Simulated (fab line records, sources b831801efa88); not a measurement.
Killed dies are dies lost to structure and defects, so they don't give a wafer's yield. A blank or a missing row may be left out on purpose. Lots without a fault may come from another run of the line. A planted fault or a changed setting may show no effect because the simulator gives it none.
Which tool did it? | flow sky130 | 11 lots, 33 wafers sampled, at 5 steps of a route of 708

WHAT THE GAUGES READ, wafer by wafer
The record holds no reading of a measuring or inspecting step that can be judged against a usual standard deviation.

WHICH TOOL RAN EACH LOT (tool, then ch and the chambers of the sampled wafers, then the start)
lot  | SKY_METAL2_STRIP_20                  | SKY_VIA2_ETCH_14                   | SKY_CAPM_CVD_00                 | SKY_CAPM_STRIP_14                    | SKY_PAD_OPEN_PROBE_99
L392 | plasma_asher-03 ch 0,1, day 36 11:23 | rie_diel-02 ch 1,2,3, day 37 14:42 | pecvd-04 ch 0,1,2, day 37 16:34 | plasma_asher-01 ch 0,1, day 38 17:46 | prober-01, day 46 17:35
L394 | plasma_asher-01 ch 0,1, day 36 13:44 | rie_diel-04 ch 0,2,3, day 37 16:44 | pecvd-03 ch 0,1, day 37 18:16   | plasma_asher-01 ch 0,1, day 38 20:19 | prober-02, day 46 20:01
L393 | plasma_asher-01 ch 0,1, day 36 15:29 | rie_diel-02 ch 0,1,2, day 37 18:29 | pecvd-01 ch 0,1, day 37 20:01   | plasma_asher-02 ch 0,1, day 38 21:13 | prober-01, day 46 21:22
L395 | plasma_asher-01 ch 1, day 36 16:41   | rie_diel-04 ch 0,1,2, day 37 19:39 | pecvd-04 ch 1,2, day 37 21:10   | plasma_asher-01 ch 0,1, day 38 23:04 | prober-02, day 46 22:52
L396 | plasma_asher-01 ch 0,1, day 37 00:05 | rie_diel-03 ch 0,1,3, day 38 03:23 | pecvd-03 ch 1,2, day 38 04:58   | plasma_asher-01 ch 0,1, day 39 06:04 | prober-01, day 47 07:17
L401 | plasma_asher-03 ch 0,1, day 38 15:23 | rie_diel-03 ch 1,2,3, day 39 18:17 | pecvd-03 ch 0,1,2, day 39 19:48 | plasma_asher-01 ch 0,1, day 40 19:40 | prober-02, day 48 09:46
L403 | plasma_asher-01 ch 0, day 39 07:22   | rie_diel-02 ch 1,2,3, day 40 08:50 | pecvd-03 ch 1,2, day 40 10:25   | plasma_asher-04 ch 0,1, day 41 11:05 | prober-01, day 48 23:29
L404 | plasma_asher-03 ch 0,1, day 39 14:47 | rie_diel-04 ch 1,3, day 40 16:35   | pecvd-04 ch 0,2, day 40 18:08   | plasma_asher-01 ch 0,1, day 41 18:23 | prober-02, day 49 04:19
L405 | plasma_asher-04 ch 0,1, day 39 21:29 | rie_diel-04 ch 0,1,3, day 40 23:09 | pecvd-01 ch 0,1,2, day 41 00:41 | plasma_asher-01 ch 0,1, day 42 00:44 | prober-01, day 49 07:04
L406 | plasma_asher-04 ch 0,1, day 40 04:14 | rie_diel-02 ch 0,2, day 41 06:05   | pecvd-01 ch 0,1,2, day 41 07:36 | plasma_asher-01 ch 0,1, day 42 07:38 | prober-02, day 49 14:50
L408 | plasma_asher-04 ch 0,1, day 40 13:43 | rie_diel-03 ch 2,3, day 41 14:48   | pecvd-03 ch 0,1,2, day 41 16:22 | plasma_asher-01 ch 0,1, day 42 15:05 | prober-02, day 49 23:59
- SKY_METAL2_STRIP_20: strips in O2/N2.
- SKY_VIA2_ETCH_14: etches BARC in N2/H2, stops on SiO2, time 45.9 s, target depth 60 nm.
- SKY_CAPM_CVD_00: deposits SiO2, target thk 15.5 nm.
- SKY_CAPM_STRIP_14: strips in O2/N2.
- SKY_PAD_OPEN_PROBE_99

WHAT THE TOOLS THEMSELVES READ (means of the sampled wafers that have a number; where no wafer has one, the mark that the record gives instead)
SKY_METAL2_STRIP_20.
lot  | tool            | drypump_motor_current_A (A) | n2_flow_sccm (sccm) | oes_product_au (a.u.) | strip_time_to_endpoint_s (s)
L392 | plasma_asher-03 | 5.8                         | 300.7               | 0.343                 | 2.72
L394 | plasma_asher-01 | 6.0                         | 300.7               | 0.344                 | 2.70
L393 | plasma_asher-01 | 6.0                         | 299.5               | 0.345                 | 2.72
L395 | plasma_asher-01 | 5.6                         | 299.4               | 0.347                 | 2.77
L396 | plasma_asher-01 | 5.8                         | 300.9               | 0.345                 | 2.68
L401 | plasma_asher-03 | 5.8                         | 300.9               | 0.343                 | 2.75
L403 | plasma_asher-01 | 6.2                         | 300.2               | 0.347                 | 2.76
L404 | plasma_asher-03 | 6.1                         | 299.6               | 0.344                 | 2.76
L405 | plasma_asher-04 | 5.5                         | 299.9               | 0.339                 | 2.74
L406 | plasma_asher-04 | 5.5                         | 300.4               | 0.347                 | 2.71
L408 | plasma_asher-04 | 5.2                         | 300.4               | 0.341                 | 2.73

SKY_VIA2_ETCH_14.
lot  | tool        | drypump_motor_current_A (A) | n2_flow_sccm (sccm) | oes_product_au (a.u.) | throttle_valve_pct (%)
L392 | rie_diel-02 | 5.7                         | 100.0               | 0.860                 | 13.225
L394 | rie_diel-04 | 5.8                         | 100.0               | 0.853                 | 13.226
L393 | rie_diel-02 | 6.0                         | 100.0               | 0.856                 | 13.217
L395 | rie_diel-04 | 6.2                         | 100.0               | 0.854                 | 13.213
L396 | rie_diel-03 | 5.6                         | 99.7                | 0.853                 | 13.227
L401 | rie_diel-03 | 5.4                         | 100.2               | 0.857                 | 13.219
L403 | rie_diel-02 | 5.7                         | 100.1               | 0.856                 | 13.223
L404 | rie_diel-04 | 5.7                         | 100.3               | 0.856                 | 13.221
L405 | rie_diel-04 | 6.1                         | 100.1               | 0.857                 | 13.231
L406 | rie_diel-02 | 6.0                         | 100.1               | 0.850                 | 13.233
L408 | rie_diel-03 | 5.6                         | 100.2               | 0.855                 | 13.223

SKY_CAPM_CVD_00.
lot  | tool     | heater_power_w (W)
L392 | pecvd-04 | 640
L394 | pecvd-03 | 782
L393 | pecvd-01 | 847
L395 | pecvd-04 | 684
L396 | pecvd-03 | 770
L401 | pecvd-03 | 708
L403 | pecvd-03 | 673
L404 | pecvd-04 | 613
L405 | pecvd-01 | 760
L406 | pecvd-01 | 820
L408 | pecvd-03 | 713

SKY_CAPM_STRIP_14.
lot  | tool            | drypump_motor_current_A (A) | n2_flow_sccm (sccm) | oes_product_au (a.u.) | strip_time_to_endpoint_s (s)
L392 | plasma_asher-01 | 6.0                         | 300.8               | 0.709                 | 12.68
L394 | plasma_asher-01 | 5.8                         | 299.8               | 0.709                 | 12.67
L393 | plasma_asher-02 | 6.0                         | 299.5               | 0.707                 | 12.68
L395 | plasma_asher-01 | 6.0                         | 300.0               | 0.706                 | 12.70
L396 | plasma_asher-01 | 5.7                         | 300.1               | 0.710                 | 12.66
L401 | plasma_asher-01 | 6.0                         | 300.8               | 0.710                 | 12.70
L403 | plasma_asher-04 | 5.5                         | 300.2               | 0.706                 | 12.65
L404 | plasma_asher-01 | 5.8                         | 299.7               | 0.707                 | 12.70
L405 | plasma_asher-01 | 5.8                         | 319.9               | 0.717                 | 12.69
L406 | plasma_asher-01 | 6.0                         | 340.7               | 0.707                 | 12.63
L408 | plasma_asher-01 | 5.8                         | 320.3               | 0.707                 | 12.72

SKY_PAD_OPEN_PROBE_99.
lot  | tool      | defect_limited_yield (%) | killed_at_M0_to_M3 | killed_at_M4_up | killed_at_contacts | killed_at_front_end | killed_at_other | killed_dies | killed_open | killed_short | sort_bin_3_pad_short (%) | sort_bin_5_function (%) | sort_bin_6_memory (%) | sort_n_pass | sort_yield_pct (%)
L392 | prober-01 | 82.1                     | 47                 | 2.7             | 25                 | 14                  | 0.0             | 88          | 43          | 44           | 1.3                      | 10.6                    | 6.0                   | 404         | 82.1
L394 | prober-02 | 81.3                     | 45                 | 2.7             | 27                 | 15                  | 1.3             | 92          | 53          | 39           | 1.1                      | 11.1                    | 6.5                   | 400         | 81.3
L393 | prober-01 | 81.4                     | 49                 | 3.3             | 21                 | 17                  | 0.7             | 91          | 54          | 38           | 1.1                      | 11.7                    | 5.8                   | 401         | 81.4
L395 | prober-02 | 84.7                     | 37                 | 2.3             | 17                 | 18                  | 0.3             | 75          | 38          | 37           | 1.0                      | 8.7                     | 5.5                   | 417         | 84.7
L396 | prober-01 | 82.7                     | 40                 | 3.0             | 28                 | 14                  | 0.0             | 85          | 49          | 36           | 0.9                      | 10.4                    | 6.0                   | 407         | 82.7
L401 | prober-02 | 82.2                     | 43                 | 2.3             | 26                 | 16                  | 0.0             | 87          | 53          | 35           | 0.7                      | 10.7                    | 6.3                   | 405         | 82.2
L403 | prober-01 | 81.0                     | 51                 | 2.7             | 23                 | 16                  | 0.0             | 93          | 55          | 38           | 1.2                      | 11.2                    | 6.6                   | 399         | 81.0
L404 | prober-02 | 83.5                     | 42                 | 3.3             | 24                 | 11                  | 0.0             | 81          | 46          | 35           | 0.5                      | 10.7                    | 5.2                   | 411         | 83.5
L405 | prober-01 | 81.7                     | 51                 | 1.3             | 23                 | 13                  | 1.0             | 90          | 49          | 40           | 0.7                      | 9.8                     | 7.8                   | 402         | 81.7
L406 | prober-02 | 81.8                     | 43                 | 4.3             | 21                 | 21                  | 0.0             | 90          | 48          | 41           | 1.1                      | 10.0                    | 7.1                   | 402         | 81.8
L408 | prober-02 | 82.3                     | 41                 | 1.3             | 26                 | 18                  | 0.7             | 87          | 49          | 38           | 0.7                      | 10.4                    | 6.6                   | 405         | 82.3

THE ANSWER, worked out from the rows above alone
Rule: what is usual is taken from the lots themselves. Put in order of their means at a reading, lots are off if they are a third of the lots or fewer, leave a main group of 4 or more, and stand apart from it by a gap of 3 or more times the standard deviation of the main group's means; of several such gaps the widest counts. A main group whose means are all the same, to the digits that the tables above print for the reading, isn't used. A lot without any number at a reading at which 4 lots or more have one is off too. The other lots that the step has rows for count as sound. The gauges are gone through in route order, then the tools' own readings, and for those a lot's mean is taken as printed above. The first step at which some lot is off is used, and at that step the reading that is off furthest; a lot without a number counts as furthest.
Off: L405, L406, L408, at SKY_CAPM_STRIP_14 (n2_flow_sccm). The main group: mean 300.1 sccm, standard deviation 0.45.
A tool fits if, at that step or a process step before it, it ran every lot that is off, and no sound lot after the first of them. Can't be told from this: 2 tools fit, plasma_asher-04 at SKY_METAL2_STRIP_20, plasma_asher-01 at SKY_CAPM_STRIP_14.

WHAT THE SIMULATOR HAD PUT IN
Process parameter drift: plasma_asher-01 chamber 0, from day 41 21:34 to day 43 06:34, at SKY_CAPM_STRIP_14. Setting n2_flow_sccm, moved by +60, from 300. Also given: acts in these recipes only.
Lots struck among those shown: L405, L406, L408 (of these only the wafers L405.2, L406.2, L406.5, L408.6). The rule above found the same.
